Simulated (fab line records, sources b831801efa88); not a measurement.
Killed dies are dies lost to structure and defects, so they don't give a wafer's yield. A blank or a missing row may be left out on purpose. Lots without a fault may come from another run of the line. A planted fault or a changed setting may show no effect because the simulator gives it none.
Problem report in the 8D (eight disciplines) form, filled by code | flow sky130 | the parts of the form that need people (team, actions taken, sign-off) are left out

1. THE PROBLEM
VT_ADJUST_NCORE_TW at SKY_VT_ADJUST_NCORE_TW_MEAS_11 reads a mean of 155.5 on 9 wafers of 3 lots; wafers without a fault read 216.4 with a standard deviation of 1.1. That is -55 standard deviations from the usual mean.
First seen on wafer L304.1, day 11 09:30, on film_metro-01. The record holds 45 wafers of 15 lots with a number at this step. Rule for "out", or "out of limits": more than 4 standard deviations from the usual mean. The other wafers with a number count as sound.

2. WHAT IT IS AND WHAT IT IS NOT
question                    | is                           | is not
which readings at this step | VT_ADJUST_NCORE_TW           | -
which lots                  | L304, L305, L306             | L295, L296, L297, L298, L300, L301, L303, L312, L314, L315, L316, L317
which wafers of those lots  | all that have a number       | -
read on which gauges        | film_metro-01, film_metro-02 | film_metro-03
when                        | from day 11 09:30            | up to then (21 sound wafers); but 15 sound wafers of L312, L314, L315, L316, L317 came after

3. SUSPECTS, AND WHAT RULES EACH OUT
Counting: a tool at a process step up to the reading stays a suspect if it ran every lot that is out and no sound lot after the first of them.
- the gauge at SKY_VT_ADJUST_NCORE_TW_MEAS_11: ruled out. The wafers that are out were read on 2 gauges (film_metro-01, film_metro-02).
- implanter-02 at SKY_VT_ADJUST_NCORE_IMPLANT_09: ruled out as a lasting fault. Sound lots L314, L317 ran on it after its first lot that is out, L304 (day 11 09:15).
Left after counting: nothing in the record.

4. THE CAUSE (what the simulator had put in)
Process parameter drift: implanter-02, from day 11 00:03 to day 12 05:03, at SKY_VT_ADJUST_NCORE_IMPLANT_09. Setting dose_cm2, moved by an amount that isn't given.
Counting ruled it out, wrongly: the rule takes a fault to strike every lot that its tool runs from its start on, and this one did not.

5. THE CHAIN OF EFFECTS, in route order
Each row: a reading whose mean over the struck wafers that have a number lies more than 3 standard deviations from the usual. Only readings for which the record gives a usual standard deviation are gone through. hours: the time from each lot's start at the first step in this table that gives one to its start at this step, as a median over the lots. sigmas: the change in usual standard deviations.
hours | step                           | reading            | usual      | on struck wafers | change      | sigmas
0     | SKY_VT_ADJUST_NCORE_IMPLANT_09 | dose_ions_cm2      | 2.3994e+12 | 7.2094e+11       | -1.6785e+12 | -99 or more
0     | SKY_VT_ADJUST_NCORE_IMPLANT_09 | faraday_current_uA | 13.55      | 4.06             | -9.49       | -35
0     | SKY_VT_ADJUST_NCORE_TW_MEAS_11 | VT_ADJUST_NCORE_TW | 216.4      | 155.5            | -60.9       | -55
The process steps in it:
- SKY_VT_ADJUST_NCORE_IMPLANT_09

6. WHAT WOULD HAVE CAUGHT IT SOONER
In this record the first reading out of limits at a measuring or inspecting step was taken at day 11 09:30, 9 hours after the fault began at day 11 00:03.
The tool's own readings at SKY_VT_ADJUST_NCORE_IMPLANT_09 were out on every struck wafer that the step has a row for (dose_ions_cm2, faraday_current_uA): an alarm limit on them would have fired on the first of those.
